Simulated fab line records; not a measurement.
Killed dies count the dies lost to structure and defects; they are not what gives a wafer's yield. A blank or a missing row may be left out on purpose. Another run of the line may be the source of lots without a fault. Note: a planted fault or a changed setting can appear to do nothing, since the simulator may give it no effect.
fab line records | flow sky130
record: lots: 10 wafers: 30 last_day: 50
route steps=708 shown LI_CONTACT@365 LOCAL_INTERCONNECT@387
lots that met no fault: taken from a fault-free run of the same line
start_h: hours from the record's opening day to when the first of the lot's shown wafers began | wait_h: how many hours have passed since the lot's step before this one | " the same as in the row above | L1.1+2: several wafers, shown together as one row | - no value present, or no start provided | * or withheld: withheld | < > ~ a bound
route shown NAME@n: NAME is a module with steps in the file, n the number in the route of the first one | usual: mean and standard deviation over wafers with no fault | same: alike in all rows | chamber/n: place in a boat | sites: each site's reading | _std_site: standard deviation across them | _edge_site: outer sites' mean less inner sites' | radius_mm: how far each site lies from the wafer's centre | mask NAME#n: copy n | behind: the last tool/chamber to shape the wafer | hold: why the lot was held/for how many hours/how that ended | device: whichever transistor did not switch (one of n, p or np) | end of line: the same wafers' tests at the end of the route | where a step has no rows: the recipe by itself | killed: dies lost to structure and defects at the first sort, not the wafer's yield | map: dies across one wafer; x = killed, . = not, _ = none there
set.NAME: the run value of the setting; set.NAME@STEP: its run value at that earlier step | model.NAME: the simulator's own value behind a step, which no gauge read
one table for each step of the route and one row for each wafer, over a sample of lots
services: from which hour (start_h, from the record's first day; less than 0 if before it) a tool's chamber was out of use, for how many hours, and why
== steps ==
step: SKY_LI_CONTACT_BOW_MEAS_03
recipe: mode: bow
usual: LI_CONTACT_BOW: 57/7.2
columns lot.wafer tool chamber start_h wait_h LI_CONTACT_BOW[um]
L182.2 film_metro-02 - 652.01 0.2 63
L182.3 " - " " 69
L182.6 " - " " 51
L184.2 film_metro-01 - 690.56 0.1 62
L184.3 " - " " 50
L184.4 " - " " 53
L185.3 film_metro-04 - 695.48 0.1 65
L185.5 " - " " 68
L185.6 " - " " 65
L187.1 film_metro-01 - 706.56 0.1 50
L187.2 " - " " 56
L187.5 " - " " 49
L188.1 film_metro-01 - 711.70 0.2 67
L188.4 " - " " 73
L188.6 " - " " 47
L189.2 film_metro-01 - 716.25 0.2 67
L189.3 " - " " 59
L189.6 " - " " 53
L200.3 film_metro-01 - 796.54 0.2 54
L200.4 " - " " 52
L200.5 " - " " 51
L201.3 film_metro-02 - 800.18 0.2 54
L201.4 " - " " 62
L201.5 " - " " 51
L202.1 film_metro-01 - 809.40 0.1 56
L202.2 " - " " 47
L202.5 " - " " 46
L204.1 film_metro-02 - 833.78 0.2 47
L204.2 " - " " 49
L204.6 " - " " 53
step: SKY_LI_CONTACT_CMP_24
recipe: stop_on: PSG t_overpolish_s: 20 down_force_psi: 3.5 platen_rpm: 60 target_thk_nm: 0 pad_velocity_m_s: 0.94248
usual: motor_current_A: 11.1/0.79 overpolish_run_s: 19.999/0.0099 time_to_endpoint_s: 97/4.3
columns lot.wafer tool chamber start_h wait_h motor_current_A overpolish_run_s time_to_endpoint_s
L182.3 cmp-01 3 681.30 0.1 11.7 20.002 95
L182.2 " 0 " " 10.0 20.006 101
L182.6 " 2 " " 9.5 20.017 100
L184.4 cmp-02 1 719.37 0.0 10.8 20.007 109
L184.3 " 2 " " 11.0 20.007 103
L184.2 " 3 " " 11.9 20.011 103
L185.3 cmp-01 2 723.70 0.1 10.0 20.005 99
L185.6 " 1 " " 12.5 19.996 88
L185.5 " 2 " " 9.9 20.009 95
L187.2 cmp-01 2 734.36 0.1 10.4 19.981 97
L187.1 " 0 " " 10.2 19.983 98
L187.5 " 2 " " 9.4 20.004 95
L188.4 cmp-01 1 740.53 0.0 11.9 19.999 90
L188.1 " 0 " " 10.2 19.990 98
L188.6 " 1 " " 12.9 20.005 94
L189.3 cmp-01 1 744.86 0.1 11.2 20.017 94
L189.2 " 3 " " 10.6 20.000 95
L189.6 " 0 " " 10.1 20.015 99
L200.4 cmp-01 3 823.43 0.1 11.0 20.001 98
L200.3 " 0 " " 9.9 20.005 101
L200.5 " 2 " " 9.9 19.993 103
L201.4 cmp-02 2 827.01 0.0 12.0 19.999 96
L201.3 " 3 " " 12.3 19.997 90
L201.5 " 2 " " 11.8 20.010 92
L202.1 cmp-02 3 837.45 0.3 11.5 19.996 94
L202.2 " 0 " " 11.3 19.999 98
L202.5 " 2 " " 11.5 19.983 98
L204.2 cmp-01 3 861.93 0.1 10.5 19.994 94
L204.1 " 1 " " 11.6 19.991 94
L204.6 " 2 " " 10.5 20.003 100
step: SKY_LOCAL_INTERCONNECT_SPUTTER_00
recipe: material: TiN target_thk_nm: 100 temp_c: 300 power_w: 6500 time_s: 83.3 chamber_pressure_pa: 0.4
usual: throttle_valve_pct: 30.8/1
columns lot.wafer tool chamber start_h wait_h throttle_valve_pct
L182.2 pvd_sputter-04 - 681.55 0.1 31.6
L182.3 " - " " 29.8
L182.6 " - " " 29.6
L184.2 pvd_sputter-04 - 719.67 0.1 32.0
L184.3 " - " " 31.4
L184.4 " - " " 29.9
L185.3 pvd_sputter-04 - 723.95 0.2 32.3
L185.5 " - " " 32.1
L185.6 " - " " 30.2
L187.1 pvd_sputter-01 - 734.62 0.1 29.4
L187.2 " - " " 30.5
L187.5 " - " " 29.0
L188.1 pvd_sputter-04 - 740.83 0.1 31.7
L188.4 " - " " 29.8
L188.6 " - " " 32.1
L189.2 pvd_sputter-04 - 745.11 0.1 31.4
L189.3 " - " " 31.5
L189.6 " - " " 32.4
L200.3 pvd_sputter-04 - 823.68 0.1 31.4
L200.4 " - " " 32.1
L200.5 " - " " 31.9
L201.3 pvd_sputter-03 - 827.31 0.2 30.0
L201.4 " - " " 29.6
L201.5 " - " " 30.2
L202.1 pvd_sputter-04 - 837.65 0.1 32.1
L202.2 " - " " 31.4
L202.5 " - " " 30.3
L204.1 pvd_sputter-04 - 862.18 0.1 31.6
L204.2 " - " " 30.1
L204.6 " - " " 31.7
step: SKY_LOCAL_INTERCONNECT_RS_MEAS_01
recipe: thk_meas_gauge: four-point-probe reads: TiN_of_LOCAL_INTERCONNECT_SPUTTER_00
usual: LOCAL_INTERCONNECT_TIN_RS: 14.15/0.17
columns lot.wafer tool chamber start_h wait_h LOCAL_INTERCONNECT_TIN_RS[ohm/sq]
L182.2 film_metro-02 - 681.64 0.1 14.14
L182.3 " - " " 13.85
L182.6 " - " " 13.88
L184.2 film_metro-02 - 719.75 0.1 14.40
L184.3 " - " " 14.18
L184.4 " - " " 14.12
L185.3 film_metro-04 - 724.05 0.1 14.10
L185.5 " - " " 14.01
L185.6 " - " " 13.90
L187.1 film_metro-02 - 734.69 0.0 14.31
L187.2 " - " " 14.22
L187.5 " - " " 14.38
L188.1 film_metro-04 - 740.89 0.0 16.15
L188.4 " - " " 15.88
L188.6 " - " " 16.03
L189.2 film_metro-04 - 745.20 0.1 15.85
L189.3 " - " " 16.09
L189.6 " - " " 16.23
L200.3 film_metro-02 - 823.78 0.1 14.09
L200.4 " - " " 14.05
L200.5 " - " " 14.15
L201.3 film_metro-02 - 827.41 0.1 14.26
L201.4 " - " " 14.06
L201.5 " - " " 14.31
L202.1 film_metro-02 - 837.72 0.0 14.29
L202.2 " - " " 14.32
L202.5 " - " " 14.11
L204.1 film_metro-03 - 862.25 0.0 14.20
L204.2 " - " " 14.19
L204.6 " - " " 14.02
step: SKY_LOCAL_INTERCONNECT_THK_MEAS_02
recipe: thk_meas_gauge: xrf reads: TiN_of_LOCAL_INTERCONNECT_SPUTTER_00
usual: LOCAL_INTERCONNECT_TIN_THK: 99.8/1.2
columns lot.wafer tool chamber start_h wait_h LOCAL_INTERCONNECT_TIN_THK[nm]
L182.2 film_metro-02 - 681.75 0.1 99.7
L182.3 " - " " 101.5
L182.6 " - " " 101.5
L184.2 film_metro-02 - 719.86 0.1 97.9
L184.3 " - " " 99.2
L184.4 " - " " 100.1
L185.3 film_metro-04 - 724.15 0.1 100.2
L185.5 " - " " 100.6
L185.6 " - " " 101.7
L187.1 film_metro-02 - 734.81 0.1 98.6
L187.2 " - " " 99.1
L187.5 " - " " 98.0
L188.1 film_metro-04 - 741.01 0.1 88.1
L188.4 " - " " 89.5
L188.6 " - " " 88.8
L189.2 film_metro-04 - 745.31 0.1 90.3
L189.3 " - " " 88.6
L189.6 " - " " 88.1
L200.3 film_metro-02 - 823.88 0.1 99.5
L200.4 " - " " 99.5
L200.5 " - " " 99.2
L201.3 film_metro-02 - 827.51 0.1 98.5
L201.4 " - " " 99.3
L201.5 " - " " 98.1
L202.1 film_metro-02 - 837.84 0.1 97.9
L202.2 " - " " 98.0
L202.5 " - " " 99.6
L204.1 film_metro-03 - 862.37 0.1 99.7
L204.2 " - " " 99.7
L204.6 " - " " 101.0
step: SKY_LOCAL_INTERCONNECT_METAL_ETCH_14
recipe: target_depth_nm: 110 stop_on: PSG chemistry: Cl2/BCl3 target: TiN resist_sidewall_deg: 88 pressure_mtorr: 10 icp_w: 900 bias_w: 48.5 Cl2_flow_sccm: 60 bcl3_flow_sccm: 30 time_s: 31.4
usual: drypump_motor_current_A: 6.13/0.28 oes_product_au: 0.941/0.008 throttle_valve_pct: 21.900/0.0092
columns lot.wafer tool chamber start_h wait_h drypump_motor_current_A oes_product_au rf_hours_counter_h throttle_valve_pct
L182.2 rie_metal-03 0 710.63 0.0 6.12 0.931 12 21.910
L182.3 " 0 " " 6.10 0.947 - 21.890
L182.6 " 0 " " 6.12 0.944 - 21.909
L184.2 rie_metal-01 0 745.96 0.1 5.46 0.926 - 21.908
L184.3 " 0 " " 5.44 0.940 - 21.918
L184.4 " 0 " " 5.44 0.941 - 21.902
L185.3 rie_metal-04 0 752.00 0.0 6.15 0.938 - 21.900
L185.5 " 1 " " 6.49 0.946 - 21.904
L185.6 " 0 " " 6.15 0.937 - 21.890
L187.1 rie_metal-04 0 761.78 0.0 6.12 0.935 11 21.911
L187.2 " 1 " " 6.52 0.937 6 21.919
L187.5 " 1 " " 6.50 0.930 - 21.890
L188.1 rie_metal-03 1 768.11 0.0 6.22 0.880 8 21.932
L188.4 " 0 " " 6.10 0.885 - 21.935
L188.6 " 0 " " 6.11 0.878 - 21.929
L189.2 rie_metal-01 0 772.63 0.0 5.45 0.873 14 21.944
L189.3 " 0 " " 5.45 0.873 - 21.948
L189.6 " 0 " " 5.42 0.873 - 21.940
L200.3 rie_metal-04 0 850.40 0.0 6.14 0.945 - 21.886
L200.4 " 1 " " 6.48 0.940 - 21.888
L200.5 " 0 " " 6.10 0.942 - 21.891
L201.3 rie_metal-03 0 854.30 0.0 6.09 0.946 - 21.898
L201.4 " 1 " " 6.19 0.948 - 21.892
L201.5 " 0 " " 6.10 0.936 - 21.909
L202.1 rie_metal-04 1 864.53 0.0 6.51 0.928 9 21.907
L202.2 " 0 " " 6.10 0.936 15 21.917
L202.5 " 1 " " 6.49 0.944 - 21.914
L204.1 rie_metal-03 1 888.87 0.0 6.17 0.936 13 21.900
L204.2 " 0 " " 6.10 0.939 1 21.898
L204.6 " 1 " " 6.18 0.944 - 21.891
step: SKY_LOCAL_INTERCONNECT_STRIP_15
recipe: chemistry: O2/N2 power_w: 1400 pressure_mtorr: 1500 platen_temp_c: withheld o2_flow_sccm: 3000 n2_flow_sccm: 300 overash_fraction: 0.5
usual: drypump_motor_current_A: 5.6/0.31 oes_product_au: 0.428/0.0042 strip_time_to_endpoint_s: 4.735/0.018
columns lot.wafer tool chamber start_h wait_h drypump_motor_current_A oes_product_au rf_hours_counter_h strip_time_to_endpoint_s
L182.2 plasma_asher-03 1 710.68 0.0 5.3 0.424 100 4.747
L182.3 " 1 " " 5.3 0.418 - 4.730
L182.6 " 1 " " 5.3 0.436 - 4.742
L184.2 plasma_asher-04 0 746.05 0.1 5.2 0.420 30 4.698
L184.3 " 0 " " 5.2 0.432 - 4.747
L184.4 " 1 " " 5.9 0.432 - 4.734
L185.3 plasma_asher-02 1 752.07 0.1 5.7 0.431 - 4.733
L185.5 " 0 " " 6.0 0.435 - 4.739
L185.6 " 1 " " 5.7 0.428 - 4.731
L187.1 plasma_asher-04 1 761.83 0.0 5.9 0.424 32 4.745
L187.2 " 0 " " 5.2 0.425 32 4.744
L187.5 " 0 " " 5.2 0.436 - 4.756
L188.1 plasma_asher-02 1 768.16 0.0 5.7 0.429 69 4.760
L188.4 " 0 " " 6.0 0.434 - 4.719
L188.6 " 1 " " 5.7 0.430 - 4.724
L189.2 plasma_asher-02 0 772.68 0.0 5.9 0.427 70 4.724
L189.3 " 0 " " 6.0 0.423 - 4.714
L189.6 " 1 " " 5.8 0.429 - 4.729
L200.3 plasma_asher-03 0 850.47 0.1 5.2 0.421 - 4.711
L200.4 " 1 " " 5.3 0.438 - 4.724
L200.5 " 1 " " 5.3 0.429 - 4.714
L201.3 plasma_asher-02 1 854.37 0.1 5.7 0.429 - 4.756
L201.4 " 0 " " 6.0 0.435 - 4.747
L201.5 " 0 " " 6.0 0.425 - 4.715
L202.1 plasma_asher-02 0 864.58 0.0 5.9 0.429 79 4.719
L202.2 " 1 " " 5.7 0.431 79 4.715
L202.5 " 0 " " 5.9 0.428 - 4.746
L204.1 plasma_asher-03 0 888.92 0.0 5.3 0.425 15 4.723
L204.2 " 1 " " 5.3 0.432 15 4.737
L204.6 " 1 " " 5.3 0.431 - 4.739
== services ==
columns tool chamber start_h hours kind
pvd_sputter-04 - 664.89 2.4 repair
cmp-02 - 672.26 3.3 pm
rie_metal-01 - 683.08 1.0 repair
cmp-01 - 695.12 4.6 pm
plasma_asher-04 - 698.24 14.6 pm
cmp-02 - 711.70 5.4 pm
plasma_asher-04 - 724.69 11.8 repair
pvd_sputter-04 - 726.76 1.6 repair
plasma_asher-03 - 733.75 9.0 pm
pvd_sputter-04 - 734.31 0.9 repair
rie_metal-04 - 735.99 0.1 repair
cmp-02 - 744.00 4.0 pm
plasma_asher-02 - 747.11 0.4 repair
cmp-02 - 759.49 1.4 repair
cmp-02 - 762.25 0.9 repair
rie_metal-04 - 791.89 1.4 pm
rie_metal-03 1 798.07 3.4 repair
cmp-01 - 804.09 2.0 repair
rie_metal-03 - 813.40 2.8 pm
cmp-02 - 821.43 4.2 repair
cmp-02 - 831.64 2.7 repair
cmp-01 - 834.07 5.2 repair
pvd_sputter-04 - 851.69 3.7 repair
rie_metal-04 1 885.58 21.1 repair
== key ==
first_sign: step: SKY_LOCAL_INTERCONNECT_RS_MEAS_01 reading: LOCAL_INTERCONNECT_TIN_RS direction: up sigmas: 11 usual: 14.15 struck: 16.04
effect: step: SKY_LOCAL_INTERCONNECT_THK_MEAS_02 reading: LOCAL_INTERCONNECT_TIN_THK direction: down sigmas: 9.1 usual: 99.8 struck: 88.9
effect: step: SKY_LOCAL_INTERCONNECT_METAL_ETCH_14 reading: oes_product_au direction: down sigmas: 8.1 usual: 0.941 struck: 0.877
met_at SKY_LOCAL_INTERCONNECT_SPUTTER_00
struck_lots L188,L189
tester_left_out L188,L189
not_acting_at SKY_LI_CONTACT_BOW_MEAS_03,SKY_LI_CONTACT_CMP_24,SKY_LOCAL_INTERCONNECT_STRIP_15
onset_between 723.95 740.83
fault: kind: process_parameter_drift tool: pvd_sputter-04 chamber: - onset_h: 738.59 steps: SKY_LOCAL_INTERCONNECT_SPUTTER_00 channel: time_s offset: * shape: step end_h: 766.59 acts_in: * stated: *
tester_left_out: of these lots the tester's yield and bins aren't shown, on N5 and GAA mostly nor the transistor test; their killed dies are dies lost to structure and defects alone, not to doping, threshold or leakage, so they don't give the yield
